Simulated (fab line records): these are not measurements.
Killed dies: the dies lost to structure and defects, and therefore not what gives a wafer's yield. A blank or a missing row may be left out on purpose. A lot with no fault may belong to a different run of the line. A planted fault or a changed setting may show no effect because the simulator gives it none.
Matching of chambers + flow gf180mcu + GF_STI_ETCH_14 on rie_si-01 has 4 sister chambers
The step etches Si in HBr/Cl2/O2, target depth 360 nm, time 102.9 s. 4 wafers are shown with their chamber, then 9 later ones without.

WAFERS WITH THEIR CHAMBER
| wafer  | chamber | oes_product_au (a.u.) |
|--------|---------|-----------------------|
| L907.1 | 2       | 1.007                 |
| L917.1 | 3       | 0.987                 |
| L917.2 | 1       | 0.995                 |
| L917.4 | 0       | 0.993                 |

WAFERS MISSING THEIR CHAMBER
| wafer  | oes_product_au (a.u.) |
|--------|-----------------------|
| L923.1 | 1.015                 |
| L923.2 | 0.996                 |
| L923.4 | 0.992                 |
| L924.1 | 1.001                 |
| L924.2 | 1.015                 |
| L924.6 | 1.001                 |
| L925.2 | 1.009                 |
| L925.3 | 0.999                 |
| L925.5 | 0.991                 |

WHICH CHAMBER EACH WENT THROUGH
| wafer  | from the rows above               | in truth                   |
|--------|-----------------------------------|----------------------------|
| L923.1 | 2                                 | 2                          |
| L923.2 | can't be placed: 1 or 0 or 3 or 2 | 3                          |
| L923.4 | can't be placed: 0 or 1 or 3      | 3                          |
| L924.1 | can't be placed: 1 or 2 or 0 or 3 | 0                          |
| L924.2 | 2                                 | 2                          |
| L924.6 | can't be placed: 1 or 2 or 0 or 3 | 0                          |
| L925.2 | 2                                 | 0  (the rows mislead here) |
| L925.3 | can't be placed: 1 or 0 or 2 or 3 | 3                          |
| L925.5 | can't be placed: 0 or 1 or 3      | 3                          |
Correctly placed: 2 of 9. Cannot be placed on the basis of these rows: 6; the candidates contain the true chamber in 6. Placed wrongly: 1.
How it was worked out, from the rows above alone: a wafer's distance from a chamber is the root of the sum, over the readings, of the square of ((its reading less the chamber's mean) divided by the reading's scatter). The wafer belongs to the nearest chamber; if the next one is less than 2 further off, it can't be placed. The mean given for a chamber averages the wafers shown for that chamber. The scatter (one wafer shown for each chamber): square how far every hidden wafer sits from the nearest shown wafer, average those squares and take the square root.
